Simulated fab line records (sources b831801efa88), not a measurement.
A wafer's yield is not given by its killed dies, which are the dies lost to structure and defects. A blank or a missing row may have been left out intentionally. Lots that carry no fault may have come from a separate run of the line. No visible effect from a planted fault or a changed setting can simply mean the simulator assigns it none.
A struck lot beside a sound one	flow sky130	16 steps out of a route of 708
Sound: the wafers L544.2, L544.4, L544.5. Struck: wafer L546.2 (L546.4, L546.5, from the same lot, were not struck and are left out); the cause is given at the end.
Order at every step that has rows: each side's tool, ch and its chambers, its first start. Under that, the readings that differ: sound wafers	struck wafers	difference of the means	sigmas: that difference in standard deviations of wafers without a fault.
alike: words and numbers the same on both sides, and readings whose means are apart by under 2 such deviations; not compared: readings that were withheld, readings missing a value for some wafer, numbers with overlapping values and no deviation given by the record, and bounds like >300 which may hide the same value.
A row with sigmas, a row that says differs or no value, or rows on one side alone: a step with any of these is where the two part. Numbers that have no deviation but don't overlap get no sigmas and don't part them. Lack of a reading on every wafer of one side parts them only where that side has two or more wafers.

first, 2 steps without rows for these wafers: SKY_METAL4_PEB_11; SKY_METAL4_DEVELOP_12 (develop time 60 s).
SKY_METAL4_CD_MEAS_13 targets a cd of 300 nm.
  struck on cdSem-01, day 46 04:33; sound on cdSem-02, day 45 16:40
  alike: cdNm
SKY_METAL4_OVL_MEAS_14:
  struck on overlay-01, day 46 04:40; sound on overlay-01, day 45 16:46
  alike: METAL4_OVL
then, 1 step without rows for these wafers: SKY_METAL4_DESCUM_15 (chemistry O2, time 8 s).
SKY_METAL4_ETCH_16: etches BARC in N2/H2, stops on SiO2, time 88.2 s, target depth 60 nm.
  sound on rieMetal-01 ch 0,1, day 45 16:50; struck on rieMetal-01 ch 0, day 46 04:43
reading	sound	struck	difference	sigmas
n2FlowSccm (sccm)	100.06 100.22 100.00	99.51	-0.58	-2
  alike: biasW, drypumpMotorCurrentA, oesProductAu, throttleValvePct
  not compared: rfHoursCounterH
SKY_METAL4_ETCH_17: etches SiO2 in C4F8/O2/Ar, stops on TiN, time 3.9 s, target depth 15 nm.
  sound on rieDiel-01 ch 0,1,2, day 45 16:56; struck on rieDiel-04 ch 1, day 46 04:49
  alike: biasW, oesProductAu
  not compared: rfHoursCounterH
SKY_METAL4_METAL_ETCH_18: etches the open film in Cl2/BCl3, stops on SiO2, target depth 845 nm, time 183.1 s.
  sound on rieMetal-04 ch 0,1, day 45 16:56; struck on rieMetal-03 ch 1, day 46 04:50
reading	sound	struck	difference	sigmas
drypumpMotorCurrentA (A)	5.0 5.1 5.0	6.2	+1.2	+2
  alike: biasW, mfcCl2Sccm, oesProductAu, throttleValvePct
  not compared: rfHoursCounterH
SKY_METAL4_STRIP_19: strips in O2/N2.
  sound on plasmaAsher-04 ch 0,1, day 45 17:07; struck on plasmaAsher-02 ch 1, day 46 05:01
  alike: drypumpMotorCurrentA, n2FlowSccm, oesProductAu, stripTimeToEndpointS
  not compared: rfHoursCounterH
then, 3 steps without rows for these wafers: SKY_METAL4_STRIP_20 (strips in post etch residue remover, time 1200 s); SKY_METAL4_CLEAN_21 (cleans in IPA, time 180 s); SKY_METAL4_CLEAN_22 (cleans in O3/DIW).
SKY_VIA4_HDPCVD_00: deposits SiO2, target thk 1750 nm, time 291.7 s.
  sound on hdpcvd-01 ch 0,2, day 45 17:43; struck on hdpcvd-02 ch 0, day 46 05:36
reading	sound	struck	difference	sigmas
runLengthS (s)	319.0 320.2 319.0	387.3	+67.9	+99 or more
model.SiO2_of_VIA4_HDPCVD_00.thkNm (nm)	1775 1746 1771	2162	+398	
SKY_VIA4_THK_MEAS_01:
  struck on filmMetro-03, day 46 05:47; sound on filmMetro-03, day 45 17:55
reading	sound	struck	difference	sigmas
VIA4_HDPCVD_THK (nm)	1775 1746 1773	2161	+396	+22
SKY_VIA4_CMP_02: polishes SiO2.
  sound on cmp-01 ch 0,1,3, day 45 17:58; struck on cmp-01 ch 3, day 46 05:53
  alike: motorCurrentA, platenRpm, slurryFlowMlMin
then, 1 step without rows for these wafers: SKY_PAD_OPEN_PROBE_99.

WHERE THEY PART
At SKY_METAL4_ETCH_16 first; at SKY_VIA4_THK_MEAS_01 last (within this record only). Later steps at which nothing parts them and some readings are alike: SKY_VIA4_CMP_02.

WHY: the cause the simulator had injected
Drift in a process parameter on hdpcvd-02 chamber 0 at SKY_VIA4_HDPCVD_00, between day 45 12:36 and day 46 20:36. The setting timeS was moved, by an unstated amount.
